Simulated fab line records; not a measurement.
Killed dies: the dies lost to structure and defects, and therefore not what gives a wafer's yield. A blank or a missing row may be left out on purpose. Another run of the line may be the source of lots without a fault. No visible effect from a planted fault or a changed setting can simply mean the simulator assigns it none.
fab line records	flow sky130
[record] lots = 6	wafers = 18	lastDay = 49
route steps=708 shown POLY_GATE@236 LDD_N@237 LDD_P@255 LDD_HVN@267 PAD_OPEN@708
lots with no fault: from the same line, run without faults
startH: hours from the record's first day to the start of the lot's first wafer shown	waitH: time in hours since the lot's previous step	" identical to the entry in the row above	L1.1+2: a single row standing in for several wafers	- either no value or no given start	* or withheld: withheld	< > ~ a bound
route shown NAME@n: NAME is a module with steps in the file, n the number in the route of the first one	usual: the fault-free wafers' mean and standard deviation	same: alike in all rows	chamber/n: place in a boat	sites: per-site readings	_std_site: the standard deviation of these	_edge_site: inner sites' mean taken away from outer sites' mean	radiusMm: how far each site lies from the wafer's centre	mask NAME#n: copy n	behind: tool/chamber where the wafer was last shaped	hold: cause of the lot's hold/its duration in hours/its outcome	device: names the non-switching transistor (n, p or np)	end of line: the route-end tests of the same wafers	a step without rows: its recipe alone	killed: the dies lost at the first sort to structure and to defects; this is not the yield of the wafer	map: the dies of a wafer, with x for killed, . for not killed, _ for no die there
set.NAME: setting as actually run; set.NAME@STEP: the setting as run at that earlier step	model.NAME: the simulator's own value behind a step, which no gauge read
certain route steps with their lots: each step a table, each wafer a row
services: the hour from which a tool's chamber was out of use, counted from the record's first day as startH (under 0 if before that day), plus the number of hours and why
[[steps]]
[step SKY_POLY_GATE_CD_MEAS_22]
[usual] cdNm = 150.1/1.9
lot.wafer	tool	chamber	startH	waitH	cdNm
L166.1	cdSem-02	-	373.90	0.1	152.0
L166.3	"	-	"	"	151.8
L166.4	"	-	"	"	150.3
L168.2	cdSem-01	-	418.35	0.1	150.1
L168.4	"	-	"	"	152.1
L168.5	"	-	"	"	150.5
L175.1	cdSem-02	-	449.36	0.1	148.5
L175.3	"	-	"	"	149.5
L175.4	"	-	"	"	148.3
L176.2	cdSem-02	-	465.19	0.1	148.6
L176.3	"	-	"	"	150.3
L176.6	"	-	"	"	151.8
L184.1	cdSem-02	-	525.03	0.1	148.8
L184.2	"	-	"	"	149.4
L184.5	"	-	"	"	148.6
L186.1	cdSem-02	-	540.84	0.1	150.9
L186.4	"	-	"	"	149.3
L186.5	"	-	"	"	151.1
[step SKY_LDD_N_DEHYDRATE_00]
[recipe] tempC = 200	timeS = 60
[step SKY_LDD_N_HMDS_01]
[recipe] primeTimeS = 60	primeTempC = 120
[step SKY_LDD_N_COAT_02]
[recipe] resist = NOVOLAK	spinRpm = 3000	resistThkNm = 300
[step SKY_LDD_N_SOFTBAKE_03]
[recipe] tempC = 90	timeS = 60	resist = NOVOLAK
[step SKY_LDD_N_EXPOSE_04]
[recipe] maskId = NTM	targetCdNm = 840	na = 0.6	sourceShape = conventional	sigmaOuter = 0.6	doseMj = 110
[step SKY_LDD_N_PEB_05]
[recipe] tempC = withheld	timeS = *	resist = NOVOLAK
[step SKY_LDD_N_DEVELOP_06]
[recipe] developTimeS = 58.15	devTempC = 23
[step SKY_LDD_N_OVL_MEAS_07]
[usual] LDD_N_OVL = -0.3/1.2
lot.wafer	tool	chamber	startH	waitH	LDD_N_OVL[nm]
L166.1	overlay-01	-	398.72	0.1	-0.1
L166.3	"	-	"	"	-2.8
L166.4	"	-	"	"	-2.0
L168.2	overlay-01	-	449.05	0.1	-1.3
L168.4	"	-	"	"	-3.8
L168.5	"	-	"	"	-2.7
L175.1	overlay-01	-	479.14	0.1	-0.2
L175.3	"	-	"	"	-0.8
L175.4	"	-	"	"	0.6
L176.2	overlay-02	-	495.87	0.1	-0.5
L176.3	"	-	"	"	-0.1
L176.6	"	-	"	"	0.6
L184.1	overlay-02	-	555.09	0.1	0.0
L184.2	"	-	"	"	1.8
L184.5	"	-	"	"	0.6
L186.1	overlay-01	-	570.72	0.1	0.7
L186.4	"	-	"	"	-0.6
L186.5	"	-	"	"	-0.3
[step SKY_LDD_N_IMPLANT_08]
[recipe] species = As	energyKev = 20	doseCm2 = 7.5e+13	tiltDeg = withheld	rotationDeg = 23
[step SKY_LDD_N_IMPLANT_09]
[recipe] species = As	energyKev = 20	doseCm2 = 7.5e+13	tiltDeg = withheld	rotationDeg = 113
[step SKY_LDD_N_IMPLANT_10]
[recipe] species = As	energyKev = 20	doseCm2 = 7.5e+13	tiltDeg = withheld	rotationDeg = 203
[step SKY_LDD_N_IMPLANT_11]
[recipe] species = As	energyKev = 20	doseCm2 = 7.5e+13	tiltDeg = withheld	rotationDeg = 293
[usual] beamEnergyKeV = 20.000/0.0066	endStationPressureTorr = 5.32e-06/2.8e-07	faradayCurrentUA = 423/7.4
lot.wafer	tool	chamber	startH	waitH	beamEnergyKeV	endStationPressureTorr	faradayCurrentUA
L166.1	implanter-04	0	399.20	0.1	20.001	5.42e-06	435
L166.3	"	0	"	"	19.993	5.5e-06	424
L166.4	"	0	"	"	19.995	4.93e-06	421
L168.2	implanter-04	0	449.55	0.1	19.997	5.28e-06	416
L168.4	"	0	"	"	20.000	5.34e-06	430
L168.5	"	0	"	"	19.999	5.41e-06	423
L175.1	implanter-04	0	479.63	0.1	19.989	5.11e-06	424
L175.3	"	0	"	"	19.992	5.19e-06	432
L175.4	"	0	"	"	19.997	5.32e-06	428
L176.2	implanter-04	0	496.37	0.1	20.004	5.3e-06	421
L176.3	"	0	"	"	20.006	5.45e-06	420
L176.6	"	0	"	"	20.011	5.36e-06	420
L184.1	implanter-02	0	555.58	0.1	19.987	5.42e-06	427
L184.2	"	0	"	"	20.005	5.25e-06	428
L184.5	"	0	"	"	20.000	5.56e-06	427
L186.1	implanter-01	0	571.20	0.1	20.009	5.51e-06	422
L186.4	"	0	"	"	20.014	5.53e-06	425
L186.5	"	0	"	"	20.006	5.56e-06	425
[step SKY_LDD_N_IMPLANT_12]
[recipe] species = BF2	energyKev = 50	doseCm2 = 5e+12	tiltDeg = 30	rotationDeg = 0
[step SKY_LDD_N_IMPLANT_13]
[recipe] species = BF2	energyKev = 50	doseCm2 = 5e+12	tiltDeg = 30	rotationDeg = 90
[step SKY_LDD_N_IMPLANT_14]
[recipe] species = BF2	energyKev = 50	doseCm2 = 5e+12	tiltDeg = 30	rotationDeg = 180
[step SKY_LDD_N_IMPLANT_15]
[recipe] species = BF2	energyKev = 50	doseCm2 = 5e+12	tiltDeg = 30	rotationDeg = 270
[step SKY_LDD_N_STRIP_16]
[recipe] chemistry = O2/N2	powerW = 1400	pressureMtorr = 1500	platenTempC = withheld	o2FlowSccm = 3000	n2FlowSccm = 300	overashFraction = 0.5
[usual] drypumpMotorCurrentA = 5.67/0.18	oesProductAu = 0.406/0.0048	stripTimeToEndpointS = 4.315/0.015
[same] overashFraction = 0.5
lot.wafer	tool	chamber	startH	waitH	drypumpMotorCurrentA	oesProductAu	rfHoursCounterH	stripTimeToEndpointS
L166.1	plasmaAsher-04	0	399.95	0.1	5.74	0.415	74	4.323
L166.3	"	0	"	"	5.73	0.411	-	4.293
L166.4	"	1	"	"	5.59	0.404	-	4.308
L168.2	plasmaAsher-03	1	450.28	0.1	5.43	0.411	34	4.301
L168.4	"	0	"	"	5.80	0.407	-	4.295
L168.5	"	0	"	"	5.78	0.405	-	4.289
L175.1	plasmaAsher-04	1	480.38	0.1	5.60	0.403	82	4.320
L175.3	"	0	"	"	5.73	0.409	-	4.303
L175.4	"	1	"	"	5.58	0.404	-	4.282
L176.2	plasmaAsher-02	1	497.10	0.1	6.12	0.407	7	4.306
L176.3	"	0	"	"	5.67	0.406	-	4.303
L176.6	"	1	"	"	6.14	0.406	-	4.291
L184.1	plasmaAsher-04	0	556.33	0.1	5.73	0.404	90	4.305
L184.2	"	1	"	"	5.57	0.409	90	4.307
L184.5	"	1	"	"	5.59	0.403	-	4.286
L186.1	plasmaAsher-03	0	571.95	0.1	5.79	0.406	46	4.314
L186.4	"	1	"	"	5.40	0.408	-	4.292
L186.5	"	0	"	"	5.81	0.402	-	4.305
[step SKY_LDD_N_TW_MEAS_17]
[usual] LDD_N_TW = 2601/18
lot.wafer	tool	chamber	startH	waitH	LDD_N_TW
L166.1	filmMetro-02	-	400.05	0.1	2609
L166.3	"	-	"	"	2627
L166.4	"	-	"	"	2626
L168.2	filmMetro-02	-	450.39	0.1	2612
L168.4	"	-	"	"	2604
L168.5	"	-	"	"	2606
L175.1	filmMetro-04	-	480.48	0.1	2600
L175.3	"	-	"	"	2602
L175.4	"	-	"	"	2596
L176.2	filmMetro-01	-	497.21	0.1	2580
L176.3	"	-	"	"	2584
L176.6	"	-	"	"	2583
L184.1	filmMetro-04	-	556.43	0.1	2628
L184.2	"	-	"	"	2634
L184.5	"	-	"	"	2615
L186.1	filmMetro-04	-	572.05	0.1	2631
L186.4	"	-	"	"	2621
L186.5	"	-	"	"	2628
[step SKY_LDD_P_DEHYDRATE_00]
[recipe] tempC = 200	timeS = 60
[step SKY_LDD_P_HMDS_01]
[recipe] primeTimeS = 60	primeTempC = 120
[step SKY_LDD_P_COAT_02]
[recipe] resist = NOVOLAK	spinRpm = 3000	resistThkNm = 1140
[step SKY_LDD_P_SOFTBAKE_03]
[recipe] tempC = 90	timeS = 60	resist = NOVOLAK
[step SKY_LDD_P_EXPOSE_04]
[recipe] maskId = PSDM	na = 0.6	sourceShape = conventional	sigmaOuter = 0.6	polarization = unpolarized	targetCdNm = 380	doseMj = 138
[step SKY_LDD_P_PEB_05]
[recipe] tempC = withheld	timeS = *	resist = NOVOLAK
[step SKY_LDD_P_DEVELOP_06]
[recipe] resist = NOVOLAK	developer = TMAH	developTimeS = 60	devTempC = 23
[step SKY_LDD_P_CD_MEAS_07]
[recipe] targetCdNm = 380
[usual] cdNm = 380/3.1
lot.wafer	tool	chamber	startH	waitH	cdNm
L166.1	cdSem-02	-	430.60	0.1	378
L166.3	"	-	"	"	377
L166.4	"	-	"	"	377
L168.2	cdSem-01	-	479.37	0.1	390
L168.4	"	-	"	"	387
L168.5	"	-	"	"	388
L175.1	cdSem-01	-	511.39	0.1	376
L175.3	"	-	"	"	376
L175.4	"	-	"	"	377
L176.2	cdSem-02	-	527.43	0.1	378
L176.3	"	-	"	"	378
L176.6	"	-	"	"	377
L184.1	cdSem-02	-	585.20	0.1	384
L184.2	"	-	"	"	384
L184.5	"	-	"	"	382
L186.1	cdSem-02	-	601.16	0.1	378
L186.4	"	-	"	"	381
L186.5	"	-	"	"	382
[step SKY_LDD_P_OVL_MEAS_08]
[usual] LDD_P_OVL = 0.3/1.6
lot.wafer	tool	chamber	startH	waitH	LDD_P_OVL[nm]
L166.1	overlay-01	-	430.72	0.1	-2.7
L166.3	"	-	"	"	-1.5
L166.4	"	-	"	"	-1.8
L168.2	overlay-02	-	479.48	0.1	3.1
L168.4	"	-	"	"	3.6
L168.5	"	-	"	"	3.2
L175.1	overlay-02	-	511.51	0.1	0.0
L175.3	"	-	"	"	-0.8
L175.4	"	-	"	"	0.9
L176.2	overlay-02	-	527.54	0.1	2.9
L176.3	"	-	"	"	2.6
L176.6	"	-	"	"	2.8
L184.1	overlay-02	-	585.32	0.1	0.7
L184.2	"	-	"	"	1.6
L184.5	"	-	"	"	0.0
L186.1	overlay-01	-	601.28	0.1	-0.4
L186.4	"	-	"	"	-1.4
L186.5	"	-	"	"	-0.6
[step SKY_LDD_P_IMPLANT_09]
[recipe] species = BF2	energyKev = 25	doseCm2 = 1e+13	tiltDeg = withheld
[step SKY_LDD_P_STRIP_10]
[recipe] chemistry = O2/N2	powerW = 1400	pressureMtorr = 1500	platenTempC = withheld	o2FlowSccm = 3000	n2FlowSccm = 300	overashFraction = 0.5
[usual] drypumpMotorCurrentA = 5.6/0.35	oesProductAu = 0.716/0.0046	stripTimeToEndpointS = 14.17/0.046
[same] overashFraction = 0.5
lot.wafer	tool	chamber	startH	waitH	drypumpMotorCurrentA	oesProductAu	rfHoursCounterH	stripTimeToEndpointS
L166.1	plasmaAsher-01	0	430.91	0.1	5.1	0.709	59	14.25
L166.3	"	1	"	"	5.1	0.712	-	14.25
L166.4	"	0	"	"	5.1	0.706	-	14.26
L168.2	plasmaAsher-01	0	479.66	0.1	5.1	0.714	63	14.08
L168.4	"	0	"	"	5.1	0.712	-	14.11
L168.5	"	0	"	"	5.1	0.719	-	14.14
L175.1	plasmaAsher-03	1	511.70	0.1	5.4	0.707	40	14.15
L175.3	"	1	"	"	5.4	0.714	-	14.14
L175.4	"	0	"	"	5.8	0.716	-	14.14
L176.2	plasmaAsher-03	1	527.72	0.1	5.4	0.725	42	14.22
L176.3	"	1	"	"	5.4	0.721	-	14.20
L176.6	"	1	"	"	5.4	0.714	-	14.27
L184.1	plasmaAsher-02	0	585.51	0.1	5.7	0.720	15	14.17
L184.2	"	1	"	"	6.2	0.720	15	14.17
L184.5	"	1	"	"	6.1	0.709	-	14.13
L186.1	plasmaAsher-03	1	601.47	0.1	5.4	0.710	49	14.13
L186.4	"	1	"	"	5.4	0.715	-	14.12
L186.5	"	0	"	"	5.8	0.718	-	14.06
[step SKY_LDD_P_TW_MEAS_11]
[usual] LDD_P_TW = 637/5.1
lot.wafer	tool	chamber	startH	waitH	LDD_P_TW
L166.1	filmMetro-01	-	431.01	0.1	637
L166.3	"	-	"	"	636
L166.4	"	-	"	"	639
L168.2	filmMetro-03	-	479.77	0.1	635
L168.4	"	-	"	"	634
L168.5	"	-	"	"	639
L175.1	filmMetro-04	-	511.80	0.1	644
L175.3	"	-	"	"	645
L175.4	"	-	"	"	645
L176.2	filmMetro-04	-	527.83	0.1	644
L176.3	"	-	"	"	643
L176.6	"	-	"	"	644
L184.1	filmMetro-03	-	585.61	0.1	633
L184.2	"	-	"	"	633
L184.5	"	-	"	"	635
L186.1	filmMetro-03	-	601.57	0.1	635
L186.4	"	-	"	"	635
L186.5	"	-	"	"	632
[step SKY_LDD_HVN_DEHYDRATE_00]
[recipe] tempC = 200	timeS = 60
[step SKY_LDD_HVN_HMDS_01]
[recipe] primeTimeS = 60	primeTempC = 120
[step SKY_LDD_HVN_COAT_02]
[recipe] resist = NOVOLAK	spinRpm = 3000	resistThkNm = 300
[step SKY_LDD_HVN_SOFTBAKE_03]
[recipe] tempC = 90	timeS = 60	resist = NOVOLAK
[step SKY_LDD_HVN_EXPOSE_04]
[recipe] maskId = HVNTM	na = 0.6	sourceShape = conventional	sigmaOuter = 0.6	polarization = unpolarized	targetCdNm = 700	doseMj = 127
[step SKY_LDD_HVN_PEB_05]
[recipe] tempC = withheld	timeS = *	resist = NOVOLAK
[step SKY_LDD_HVN_DEVELOP_06]
[recipe] resist = NOVOLAK	developer = TMAH	developTimeS = 60	devTempC = 23
[step SKY_LDD_HVN_OVL_MEAS_07]
[usual] LDD_HVN_OVL = 0.2/1.3
lot.wafer	tool	chamber	startH	waitH	LDD_HVN_OVL[nm]
L166.1	overlay-01	-	462.06	0.1	-0.7
L166.3	"	-	"	"	1.0
L166.4	"	-	"	"	1.4
L168.2	overlay-01	-	510.31	0.1	-1.9
L168.4	"	-	"	"	-1.5
L168.5	"	-	"	"	-0.6
L175.1	overlay-01	-	542.32	0.1	0.7
L175.3	"	-	"	"	0.2
L175.4	"	-	"	"	0.3
L176.2	overlay-01	-	558.06	0.1	1.2
L176.3	"	-	"	"	1.8
L176.6	"	-	"	"	0.5
L184.1	overlay-01	-	614.80	0.1	0.4
L184.2	"	-	"	"	1.1
L184.5	"	-	"	"	1.4
L186.1	overlay-02	-	630.41	0.1	1.4
L186.4	"	-	"	"	0.0
L186.5	"	-	"	"	1.3
[step SKY_LDD_HVN_IMPLANT_08]
[recipe] species = P	energyKev = 60.43	doseCm2 = 3e+13	tiltDeg = 40
[step SKY_LDD_HVN_STRIP_09]
[recipe] chemistry = O2/N2	powerW = 1400	pressureMtorr = 1500	platenTempC = withheld	o2FlowSccm = 3000	n2FlowSccm = 300	overashFraction = 0.5
[usual] drypumpMotorCurrentA = 5.44/0.28	oesProductAu = 0.407/0.0043	stripTimeToEndpointS = 4.130/0.013
[same] overashFraction = 0.5
lot.wafer	tool	chamber	startH	waitH	drypumpMotorCurrentA	oesProductAu	rfHoursCounterH	stripTimeToEndpointS
L166.1	plasmaAsher-04	1	462.25	0.1	5.62	0.415	80	4.124
L166.3	"	1	"	"	5.58	0.403	-	4.143
L166.4	"	0	"	"	5.73	0.408	-	4.144
L168.2	plasmaAsher-03	0	510.49	0.1	5.81	0.412	40	4.125
L168.4	"	0	"	"	5.80	0.400	-	4.129
L168.5	"	0	"	"	5.78	0.404	-	4.128
L175.1	plasmaAsher-03	0	542.50	0.1	5.78	0.394	43	4.108
L175.3	"	1	"	"	5.43	0.405	-	4.139
L175.4	"	0	"	"	5.74	0.408	-	4.121
L176.2	plasmaAsher-04	0	558.24	0.1	5.71	0.402	90	4.120
L176.3	"	1	"	"	5.63	0.414	-	4.109
L176.6	"	1	"	"	5.60	0.405	-	4.121
L184.1	plasmaAsher-01	0	614.99	0.1	5.09	0.406	77	4.134
L184.2	"	1	"	"	5.14	0.409	77	4.117
L184.5	"	1	"	"	5.12	0.398	-	4.127
L186.1	plasmaAsher-01	0	630.60	0.1	5.09	0.410	78	4.112
L186.4	"	1	"	"	5.16	0.403	-	4.108
L186.5	"	1	"	"	5.15	0.410	-	4.127
[step SKY_LDD_HVN_TW_MEAS_10]
[usual] LDD_HVN_TW = 1444/11
lot.wafer	tool	chamber	startH	waitH	LDD_HVN_TW
L166.1	filmMetro-01	-	462.35	0.1	1432
L166.3	"	-	"	"	1439
L166.4	"	-	"	"	1436
L168.2	filmMetro-02	-	510.60	0.1	1463
L168.4	"	-	"	"	1462
L168.5	"	-	"	"	1453
L175.1	filmMetro-01	-	542.60	0.1	1438
L175.3	"	-	"	"	1437
L175.4	"	-	"	"	1437
L176.2	filmMetro-02	-	558.35	0.1	1458
L176.3	"	-	"	"	1462
L176.6	"	-	"	"	1460
L184.1	filmMetro-03	-	615.09	0.1	1439
L184.2	"	-	"	"	1444
L184.5	"	-	"	"	1438
L186.1	filmMetro-01	-	630.70	0.1	1449
L186.4	"	-	"	"	1440
L186.5	"	-	"	"	1442
[step SKY_PAD_OPEN_PROBE_99]
[usual] killed_at_M0_to_M3 = 43/7.7	killed_at_M4_up = 3.0/1.7	killedAtContacts = 24/5.2	killedAtFrontEnd = 15/4.5	killedAtOther = 0.3/0.5	killedDies = 85/9.5	killedOpen = 47/6.6	killedShort = 38/6.6
[same] grossDies = 492	killedAtBackSide = 0
lot.wafer	tool	chamber	startH	waitH	killed_at_M0_to_M3	killed_at_M4_up	killedAtContacts	killedAtFrontEnd	killedAtOther	killedDies	killedOpen	killedShort	model.etest.tipN.rsOhmSq	model.etest.tipN.rsOhmSqRange	model.etest.tipN.rsOhmSqRimLessCentre
L166.1	prober-01	-	1070.48	0.1	47	1	25	14	0	87	52	35	437.4	12.79	3.604
L166.3	prober-01	-	1070.58	0.2	34	4	21	13	0	72	35	37	436.4	15	-2.415
L166.4	prober-01	-	1070.63	0.2	32	3	22	15	0	72	40	32	436.8	13.97	-6.412
L168.2	prober-01	-	1102.26	0.1	43	2	21	14	1	81	43	38	434.4	7.083	-2.274
L168.4	prober-01	-	1102.36	0.2	43	2	26	12	0	83	49	34	438.8	11.74	1.718
L168.5	prober-01	-	1102.41	0.2	42	1	23	8	0	74	41	33	440.1	19.74	4.477
L175.1	prober-02	-	1128.25	0.1	49	3	24	14	1	91	58	33	461.4	26.66	-11.45
L175.3	prober-02	-	1128.35	0.2	40	4	20	16	0	80	45	35	461.2	21.29	-6.048
L175.4	prober-02	-	1128.40	0.2	43	5	18	17	0	83	50	33	464	32.44	-4.286
L176.2	prober-01	-	1135.19	0.1	34	4	23	14	0	75	42	33	449.8	23.63	-9.191
L176.3	prober-01	-	1135.24	0.2	33	4	28	23	0	88	58	30	453.8	31.63	-5.025
L176.6	prober-01	-	1135.39	0.3	41	4	23	14	0	82	44	38	452.6	36.3	-20.38
L184.1	prober-02	-	1176.29	0.1	31	3	20	28	0	82	46	36	440.9	7.844	3.863
L184.2	prober-02	-	1176.34	0.1	38	1	29	7	0	75	47	28	442.7	15.17	5.921
L184.5	prober-02	-	1176.49	0.2	42	2	19	11	1	75	46	29	438	11.12	-1.775
L186.1	prober-01	-	1182.93	0.1	43	2	26	16	1	88	48	40	444.4	27.55	5.329
L186.4	prober-01	-	1183.08	0.2	47	1	28	22	0	98	42	56	445.1	17.08	-0.9194
L186.5	prober-01	-	1183.13	0.2	50	5	20	11	0	86	41	45	438.2	13.81	3.584
// killed by level:class
L166.1 VIA2:geometricParticle:open=10 VIA1:geometricParticle:open=9 FIELD_ISO:geometricParticle:open=8 CONTACT:geometricParticle:open=8 LI_CONTACT:geometricParticle:open=7 METAL2:geometricParticle:short=6 CONTACT:geometricParticle:short=5 METAL1:geometricParticle:short=5
L166.3 VIA2:geometricParticle:open=8 LI_CONTACT:geometricParticle:open=6 METAL1:geometricParticle:short=6 VIA3:geometricParticle:open=5 CONTACT:geometricParticle:open=5 VIA1:geometricParticle:short=5 LOCAL_INTERCONNECT:geometricParticle:short=4 VIA3:geometricParticle:short=4
L166.4 LI_CONTACT:geometricParticle:open=9 VIA3:geometricParticle:open=7 POLY_GATE:geometricParticle:open=6 CONTACT:geometricParticle:open=6 VIA1:geometricParticle:short=6 CONTACT:geometricParticle:short=5 VIA2:geometricParticle:open=5 FIELD_ISO:geometricParticle:short=4
L168.2 CONTACT:geometricParticle:open=8 VIA2:geometricParticle:open=7 METAL2:geometricParticle:short=6 METAL3:geometricParticle:short=6 VIA1:geometricParticle:open=6 FIELD_ISO:geometricParticle:open=5 METAL1:geometricParticle:short=5 VIA3:geometricParticle:open=5
L168.4 CONTACT:geometricParticle:open=9 LI_CONTACT:geometricParticle:open=8 VIA1:geometricParticle:open=8 METAL2:geometricParticle:short=7 VIA2:geometricParticle:open=7 VIA3:geometricParticle:open=7 FIELD_ISO:geometricParticle:short=4 FIELD_ISO:geometricParticle:open=3
L168.5 CONTACT:geometricParticle:open=9 VIA1:geometricParticle:open=7 METAL1:geometricParticle:short=7 LOCAL_INTERCONNECT:geometricParticle:short=6 METAL2:geometricParticle:short=6 VIA2:geometricParticle:open=6 VIA1:geometricParticle:short=5 LI_CONTACT:geometricParticle:open=4
L175.1 CONTACT:geometricParticle:open=11 VIA3:geometricParticle:open=11 VIA1:geometricParticle:open=10 VIA2:geometricParticle:open=8 LI_CONTACT:geometricParticle:open=7 FIELD_ISO:geometricParticle:short=5 VIA1:geometricParticle:short=5 METAL1:geometricParticle:short=4
L175.3 VIA1:geometricParticle:open=9 POLY_GATE:geometricParticle:open=6 LI_CONTACT:geometricParticle:open=6 CONTACT:geometricParticle:open=6 VIA2:geometricParticle:open=5 VIA3:geometricParticle:short=5 METAL1:geometricParticle:short=4 METAL2:geometricParticle:short=4
L175.4 VIA1:geometricParticle:open=13 VIA2:geometricParticle:open=10 CONTACT:geometricParticle:open=7 POLY_GATE:geometricParticle:short=5 METAL1:geometricParticle:short=5 VIA3:geometricParticle:open=5 FIELD_ISO:geometricParticle:short=4 METAL2:geometricParticle:short=4
L176.2 LI_CONTACT:geometricParticle:open=8 CONTACT:geometricParticle:open=6 CONTACT:geometricParticle:short=6 VIA2:geometricParticle:short=6 VIA3:geometricParticle:open=6 POLY_GATE:geometricParticle:open=5 VIA1:geometricParticle:open=5 VIA2:geometricParticle:open=4
L176.3 LI_CONTACT:geometricParticle:open=14 VIA1:geometricParticle:open=10 CONTACT:geometricParticle:open=9 FIELD_ISO:geometricParticle:open=7 VIA2:geometricParticle:open=7 POLY_GATE:geometricParticle:short=6 POLY_GATE:geometricParticle:open=5 FIELD_ISO:geometricParticle:short=4
L176.6 VIA1:geometricParticle:open=14 METAL2:geometricParticle:short=8 LI_CONTACT:geometricParticle:short=5 LI_CONTACT:geometricParticle:open=5 CONTACT:geometricParticle:open=5 VIA3:geometricParticle:open=5 POLY_GATE:geometricParticle:open=4 CONTACT:geometricParticle:short=4
L184.1 CONTACT:geometricParticle:open=11 FIELD_ISO:geometricParticle:open=9 FIELD_ISO:geometricParticle:short=8 METAL1:geometricParticle:short=5 POLY_GATE:geometricParticle:open=5 POLY_GATE:geometricParticle:short=5 LI_CONTACT:geometricParticle:open=5 VIA2:geometricParticle:open=5
L184.2 VIA1:geometricParticle:open=11 LI_CONTACT:geometricParticle:open=10 CONTACT:geometricParticle:open=9 VIA2:geometricParticle:open=8 VIA1:geometricParticle:short=6 METAL1:geometricParticle:short=4 FIELD_ISO:geometricParticle:open=3 LI_CONTACT:geometricParticle:short=3
L184.5 VIA1:geometricParticle:open=15 CONTACT:geometricParticle:open=8 VIA1:geometricParticle:short=6 VIA2:geometricParticle:open=6 VIA3:geometricParticle:open=5 FIELD_ISO:geometricParticle:short=4 LI_CONTACT:geometricParticle:open=4 METAL1:geometricParticle:short=4
L186.1 VIA3:geometricParticle:open=11 LI_CONTACT:geometricParticle:open=7 FIELD_ISO:geometricParticle:open=6 LOCAL_INTERCONNECT:geometricParticle:short=5 METAL1:geometricParticle:short=5 VIA1:geometricParticle:short=5 VIA2:geometricParticle:open=5 POLY_GATE:geometricParticle:open=4
L186.4 VIA1:geometricParticle:open=16 CONTACT:geometricParticle:open=9 METAL2:geometricParticle:short=9 METAL1:geometricParticle:short=8 FIELD_ISO:geometricParticle:short=7 LI_CONTACT:geometricParticle:short=6 LOCAL_INTERCONNECT:geometricParticle:short=6 FIELD_ISO:geometricParticle:open=5
L186.5 METAL2:geometricParticle:short=10 VIA2:geometricParticle:open=9 VIA1:geometricParticle:open=8 CONTACT:geometricParticle:open=7 LOCAL_INTERCONNECT:geometricParticle:short=6 VIA3:geometricParticle:open=5 POLY_GATE:geometricParticle:short=4 CONTACT:geometricParticle:short=4
[[services]]
tool	chamber	startH	hours	kind
plasmaAsher-02	-	377.40	18.8	pm
plasmaAsher-01	-	385.63	2.8	pm
implanter-01	-	388.43	176.5	pm
plasmaAsher-03	-	411.14	1.2	repair
plasmaAsher-02	-	412.60	1.0	repair
implanter-02	-	413.95	32.6	pm
plasmaAsher-04	-	416.76	3.5	repair
plasmaAsher-02	-	421.30	9.0	pm
plasmaAsher-02	0	421.30	9.0	ventCycle
plasmaAsher-02	1	421.30	9.0	ventCycle
plasmaAsher-02	0	430.30	-	clean
plasmaAsher-02	1	430.30	-	clean
implanter-02	-	446.59	4.9	pm
plasmaAsher-01	-	474.35	0.6	repair
implanter-04	-	489.86	1.7	repair
plasmaAsher-02	-	563.22	1.4	repair
implanter-04	-	566.57	4.7	pm
implanter-04	-	602.34	1.5	pm
implanter-02	-	603.24	2.3	repair
plasmaAsher-04	-	606.65	2.8	pm
plasmaAsher-03	-	622.71	0.4	repair
implanter-04	-	627.17	5.0	repair
implanter-01	-	628.32	2.3	repair
[[key]]
firstSign none at tools or gauges
[modelEffect] step = SKY_PAD_OPEN_PROBE_99	value = etest.tipN.rsOhmSq	without = 440.9	struck = 457.1
metAt SKY_LDD_N_IMPLANT_11
struckWafers L175.1,L175.3,L175.4,L176.2,L176.3,L176.6
testerLeftOut L175,L176
onsetBetween 449.55 479.63
[fault] kind = processParameterDrift	tool = implanter-04	chamber = -	onsetH = 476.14	steps = SKY_LDD_N_IMPLANT_11	channel = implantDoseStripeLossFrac	offset = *	shape = step	endH = 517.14
// testerLeftOut: of these lots the tester's yield and bins aren't shown, on N5 and GAA mostly nor the transistor test; their killed dies are dies lost to structure and defects alone, not to doping, threshold or leakage, so they don't give the yield
